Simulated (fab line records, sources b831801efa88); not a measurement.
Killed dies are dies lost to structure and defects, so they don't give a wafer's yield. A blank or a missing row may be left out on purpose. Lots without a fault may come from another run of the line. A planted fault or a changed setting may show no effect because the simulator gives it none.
fab line records | flow gf180mcu
record lots=7 wafers=21 last_day=34
route steps=602 shown M3@428 V3@429
lots that met no fault: from a run of the same line without faults
start_h: hours from the record's first day to the start of the lot's first wafer shown | wait_h: hours since the lot's step before | " the same as in the row above | L1.1+2: a row that stands for several wafers | - no value, or no start given | * or withheld: withheld | < > ~ a bound
route shown NAME@n: a module of which the file shows steps, and the number in the route of the first | usual: mean/standard deviation of fault-free wafers | same: alike in all rows | chamber/n: place in a boat | sites: the reading at each site | _std_site: their standard deviation | _edge_site: outer sites' mean less inner sites' | radius_mm: how far each site lies from the wafer's centre | mask NAME#n: copy n | behind: the tool/chamber that last shaped the wafer | hold: why the lot was held/for how many hours/how that ended | device: the transistor (n, p or np) that didn't switch | end of line: the same wafers' tests at the end of the route | a step without rows: its recipe alone | killed: dies lost to structure and defects at the first sort, not the wafer's yield | map: a wafer's dies, x killed, . not, _ none there
set.NAME: the setting as run; set.NAME@STEP: as run at that earlier step | model.NAME: the simulator's own value behind a step, which no gauge read
lots at some steps of the route; a table a step, a row a wafer
services: from which hour (start_h, from the record's first day; less than 0 if before it) a tool's chamber was out of use, for how many hours, and why
## steps
# step GF_M3_CLEAN_19
# recipe chemistry=DIW dry=n2_spin
# step GF_V3_CVD_00
# recipe material=SiO2 target_thk_nm=600 sigma_open_frac=0.3 temp_c=400 time_s=100 sih4_flow_sccm=60 pressure_mtorr=6
# step GF_V3_THK_MEAS_01
# recipe reads=SiO2_of_V3_CVD_00
# usual V3_CVD_00_THK=599/6.8
# columns lot.wafer tool chamber start_h wait_h V3_CVD_00_THK[nm]
L189.1 film_metro-02 - 490.38 0.0 597
L189.3 " - " " 599
L189.5 " - " " 595
L191.3 film_metro-01 - 507.37 0.1 601
L191.4 " - " " 602
L191.5 " - " " 596
L201.3 film_metro-04 - 595.63 0.1 589
L201.4 " - " " 594
L201.6 " - " " 595
L203.1 film_metro-02 - 603.68 0.0 595
L203.3 " - " " 595
L203.6 " - " " 593
L204.4 film_metro-02 - 616.31 0.0 590
L204.5 " - " " 587
L204.6 " - " " 582
L205.1 film_metro-02 - 620.11 0.0 588
L205.3 " - " " 599
L205.4 " - " " 588
L212.2 film_metro-02 - 665.93 0.0 599
L212.4 " - " " 608
L212.5 " - " " 606
# step GF_V3_CVD_02
# recipe material=SiO2 target_thk_nm=850 precursor=TEOS temp_c=400 time_s=94.851 rf_w=600
# usual heater_power_w=687/110
# columns lot.wafer tool chamber start_h wait_h heater_power_w
L189.1 pecvd-02 0 490.44 0.1 650
L189.3 " 2 " " 665
L189.5 " 0 " " 524
L191.3 pecvd-03 1 507.41 0.0 561
L191.4 " 1 " " 632
L191.5 " 2 " " 728
L201.3 pecvd-01 1 595.67 0.0 648
L201.4 " 0 " " 557
L201.6 " 1 " " 710
L203.1 pecvd-01 1 603.74 0.1 756
L203.3 " 0 " " 498
L203.6 " 2 " " 607
L204.4 pecvd-02 0 616.37 0.1 587
L204.5 " 1 " " 871
L204.6 " 2 " " 637
L205.1 pecvd-01 0 620.17 0.1 503
L205.3 " 2 " " 620
L205.4 " 0 " " 563
L212.2 pecvd-03 0 665.98 0.0 830
L212.4 " 2 " " 847
L212.5 " 0 " " 857
# step GF_V3_THK_MEAS_03
# recipe reads=SiO2_of_V3_CVD_02
# usual V3_CVD_02_THK=849/11
# columns lot.wafer tool chamber start_h wait_h V3_CVD_02_THK[nm]
L189.1 film_metro-04 - 490.51 0.0 830
L189.3 " - " " 840
L189.5 " - " " 837
L191.3 film_metro-01 - 507.50 0.1 841
L191.4 " - " " 862
L191.5 " - " " 851
L201.3 film_metro-02 - 595.76 0.1 836
L201.4 " - " " 861
L201.6 " - " " 857
L203.1 film_metro-04 - 603.81 0.0 853
L203.3 " - " " 853
L203.6 " - " " 862
L204.4 film_metro-04 - 616.44 0.0 850
L204.5 " - " " 862
L204.6 " - " " 861
L205.1 film_metro-04 - 620.24 0.0 835
L205.3 " - " " 841
L205.4 " - " " 843
L212.2 film_metro-01 - 666.06 0.0 843
L212.4 " - " " 861
L212.5 " - " " 844
# step GF_V3_CMP_04
# recipe material=SiO2 down_force_psi=4 platen_rpm=60 pad_velocity_m_s=0.94248
# usual motor_current_A=12.5/0.81 retaining_ring_pressure_frac=1.000/0.0055 time_to_endpoint_s=75/5.4
# columns lot.wafer tool chamber start_h wait_h motor_current_A retaining_ring_pressure_frac time_to_endpoint_s
L189.3 cmp-02 0 490.62 0.1 11.5 0.998 71
L189.1 " 2 " " 12.2 0.993 73
L189.5 " 3 " " 12.5 1.004 66
L191.3 cmp-02 1 507.54 0.0 12.7 0.998 72
L191.4 " 3 " " 12.8 0.994 76
L191.5 " 2 " " 12.5 1.014 79
L201.4 cmp-02 3 595.85 0.1 13.3 0.992 80
L201.3 " 1 " " 12.5 1.004 70
L201.6 " 2 " " 13.0 1.001 83
L203.1 cmp-01 3 603.97 0.1 12.5 1.000 70
L203.3 " 0 " " 12.9 1.010 77
L203.6 " 1 " " 13.4 1.001 75
L204.4 cmp-01 1 616.62 0.2 13.4 1.003 81
L204.6 " 2 " " 13.2 1.004 84
L204.5 " 3 " " 12.4 1.007 79
L205.1 cmp-02 0 620.30 0.1 12.0 0.993 69
L205.4 " 2 " " 12.2 1.008 77
L205.3 " 3 " " 11.7 1.003 69
L212.4 cmp-01 2 666.21 0.1 13.6 1.005 84
L212.2 " 3 " " 12.2 0.991 74
L212.5 " 1 " " 13.4 1.001 79
# step GF_V3_BOW_MEAS_05
# recipe mode=bow
# usual V3_BOW=117/8.4
# columns lot.wafer tool chamber start_h wait_h V3_BOW[um]
L189.1 film_metro-04 - 490.87 0.1 121
L189.3 " - " " 118
L189.5 " - " " 143
L191.3 film_metro-04 - 507.88 0.3 127
L191.4 " - " " 124
L191.5 " - " " 121
L201.3 film_metro-02 - 596.14 0.1 108
L201.4 " - " " 101
L201.6 " - " " 105
L203.1 film_metro-01 - 604.17 0.1 125
L203.3 " - " " 116
L203.6 " - " " 120
L204.4 film_metro-01 - 616.83 0.2 125
L204.5 " - " " 127
L204.6 " - " " 121
L205.1 film_metro-01 - 620.60 0.2 126
L205.3 " - " " 122
L205.4 " - " " 123
L212.2 film_metro-02 - 666.43 0.1 97
L212.4 " - " " 113
L212.5 " - " " 107
# step GF_V3_DEHYDRATE_06
# recipe temp_c=200 time_s=60
# step GF_V3_HMDS_07
# recipe prime_time_s=60 prime_temp_c=120
# step GF_V3_COAT_08
# recipe resist=BARC temp_c=withheld time_s=withheld spin_rpm=withheld resist_thk_nm=withheld
# step GF_V3_COAT_09
# recipe resist=KrF spin_rpm=withheld resist_thk_nm=1019
# step GF_V3_SOFTBAKE_10
# recipe temp_c=130 time_s=60 resist=KrF
# step GF_V3_EXPOSE_11
# recipe mask_id=Via3 target_cd_nm=260 na=0.68 source_shape=conventional sigma_outer=0.6 dose_mj=38
# usual exposure_dose_mJ_cm2=38.13/0.038 focus_offset_nm=0.0/0.55 na=0.68/0
# columns lot.wafer tool chamber start_h wait_h mask exposure_dose_mJ_cm2 focus_offset_nm na
L189.1 krf_scanner-01 0 502.33 - Via3#0 38.08 -0.5 0.68
L189.3 " 0 " " Via3#0 38.12 1.1 0.68
L189.5 " 0 " " Via3#0 38.22 1.0 0.68
L191.3 krf_scanner-01 0 519.99 - Via3#0 38.04 0.9 0.68
L191.4 " 0 " " Via3#0 38.13 0.2 0.68
L191.5 " 0 " " Via3#0 38.06 -0.1 0.68
L201.3 krf_scanner-01 0 607.31 - Via3#0 38.13 -0.1 0.68
L201.4 " 0 " " Via3#0 38.12 -0.3 0.68
L201.6 " 0 " " Via3#0 38.11 0.1 0.68
L203.1 krf_scanner-01 - 615.40 - Via3#0 - - -
L203.3 " - " " Via3#0 - - -
L203.6 " - " " Via3#0 - - -
L204.4 krf_scanner-01 - 627.16 - Via3#0 - - -
L204.5 " - " " Via3#0 - - -
L204.6 " - " " Via3#0 - - -
L205.1 krf_scanner-02 - 630.83 - Via3#0 - - -
L205.3 " - " " Via3#0 - - -
L205.4 " - " " Via3#0 - - -
L212.2 krf_scanner-02 0 675.97 - Via3#0 38.13 -0.3 0.68
L212.4 " 0 " " Via3#0 38.13 -0.5 0.68
L212.5 " 0 " " Via3#0 38.17 -0.7 0.68
# step GF_V3_PEB_12
# recipe peb_temp_c=135 peb_time_s=90 resist=KrF
## services
# columns tool chamber start_h hours kind
cmp-01 - 467.82 6.8 pm
cmp-01 - 480.78 13.8 pm
krf_scanner-01 - 488.24 0.8 pm
krf_scanner-01 - 498.53 0.8 pm
cmp-02 - 500.30 4.7 repair
cmp-02 - 512.61 2.0 repair
cmp-01 - 521.30 5.9 repair
cmp-02 - 535.28 6.3 pm
krf_scanner-01 - 540.94 6.3 repair
krf_scanner-01 - 548.39 1.3 pm
cmp-01 - 558.50 0.6 repair
krf_scanner-01 - 558.61 1.0 pm
cmp-01 - 559.62 1.8 repair
cmp-01 - 572.00 4.0 pm
cmp-01 - 575.42 3.2 repair
krf_scanner-01 - 577.97 1.1 repair
cmp-01 - 587.67 0.2 repair
cmp-02 - 599.29 1.6 repair
krf_scanner-01 - 628.06 4.0 repair
cmp-01 - 632.35 1.9 repair
pecvd-01 2 652.04 2.7 repair
krf_scanner-01 - 657.04 0.8 pm
pecvd-01 - 662.68 0.8 repair
cmp-02 - 663.51 5.3 pm
## key
first_sign step=GF_V3_EXPOSE_11 reading=tool_record direction=missing
effect none on later readings
met_at GF_V3_EXPOSE_11
struck_wafers L203.1,L203.3,L203.6,L204.4,L204.5,L204.6,L205.1,L205.3,L205.4
later_rows_left_out L203.1,L203.3,L203.6,L204.4,L204.5,L204.6,L205.1,L205.3,L205.4
sort_left_out L203.1,L203.3,L203.6,L204.4,L204.5,L204.6,L205.1,L205.3,L205.4
onset_between 607.31 615.40
fault kind=skipped_step_whole tool=krf_scanner-01,krf_scanner-02 chamber=- onset_h=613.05 steps=GF_V3_EXPOSE_11 scope=struck_lots_only
# sort_left_out: the simulated sort isn't trusted on such a fault, so these wafers' sort isn't shown, and their yield isn't known
# later_rows_left_out: the simulator's readings of these wafers behind a module that went badly wrong aren't trusted and aren't shown, but for the sort
